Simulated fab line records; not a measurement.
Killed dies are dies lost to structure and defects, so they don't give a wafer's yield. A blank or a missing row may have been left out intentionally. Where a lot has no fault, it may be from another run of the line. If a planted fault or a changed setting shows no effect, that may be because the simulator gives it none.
Chamber matching :: flow sky130 :: cmp-01 running SKY_VIA3_CMP_02: 4 sister chambers
The step polishes SiO2. 16 wafers are shown with their chamber, then 8 later ones without.

## EACH WAFER AND ITS CHAMBER
wafer: L078.3
chamber: 3
motor current A (A): 13.9

wafer: L078.4
chamber: 1
motor current A (A): 13.8

wafer: L078.5
chamber: 3
motor current A (A): 14.3

wafer: L085.1
chamber: 3
motor current A (A): 14.2

wafer: L085.2
chamber: 0
motor current A (A): 11.3

wafer: L085.5
chamber: 3
motor current A (A): 14.2

wafer: L088.1
chamber: 1
motor current A (A): 13.9

wafer: L088.2
chamber: 3
motor current A (A): 13.3

wafer: L088.3
chamber: 0
motor current A (A): 12.1

wafer: L088.4
chamber: 2
motor current A (A): 12.0

wafer: L088.5
chamber: 2
motor current A (A): 11.9

wafer: L088.6
chamber: 1
motor current A (A): 13.8

wafer: L092.1
chamber: 0
motor current A (A): 11.4

wafer: L092.2
chamber: 1
motor current A (A): 14.0

wafer: L092.6
chamber: 2
motor current A (A): 12.2

wafer: L095.3
chamber: 0
motor current A (A): 11.5

SIGNATURES (averages over the wafers above)
reading: motor current A
chamber 0: 11.575
chamber 1: 13.875
chamber 2: 12.033
chamber 3: 13.980
scatter within a chamber: 0.307
Rule: for a wafer and a chamber, the distance is found by dividing, reading by reading, the gap between the wafer's reading and the chamber's mean by the reading's scatter, squaring, summing and taking the root. The wafer belongs to the nearest chamber; if the next one is less than 2 further off, it can't be placed. The scatter is the square root of a quotient: the sum, over the shown wafers, of each reading's squared deviation from its chamber's mean, divided by wafers minus chambers.

## WAFERS WHOSE CHAMBER IS MISSING
wafer: L095.4
motor current A (A): 11.7

wafer: L095.5
motor current A (A): 14.0

wafer: L096.2
motor current A (A): 15.3

wafer: L096.3
motor current A (A): 10.9

wafer: L096.4
motor current A (A): 11.4

wafer: L097.3
motor current A (A): 12.3

wafer: L097.4
motor current A (A): 14.0

wafer: L097.5
motor current A (A): 14.8

## THE CHAMBER EACH PASSED THROUGH
wafer: L095.4
from the rows above: can't be placed: 0 or 2
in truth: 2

wafer: L095.5
from the rows above: can't be placed: 3 or 1
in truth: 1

wafer: L096.2
from the rows above: can't be placed: 3 or 1
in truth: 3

wafer: L096.3
from the rows above: can't be placed: 0 or 2
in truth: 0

wafer: L096.4
from the rows above: can't be placed: 0 or 2
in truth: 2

wafer: L097.3
from the rows above: can't be placed: 2 or 0
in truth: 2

wafer: L097.4
from the rows above: can't be placed: 3 or 1
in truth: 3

wafer: L097.5
from the rows above: can't be placed: 3 or 1
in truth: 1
Placed correctly: 0 of 8. These rows do not allow placing 8 (true chamber among the candidates in 8). Number placed wrongly: 0.
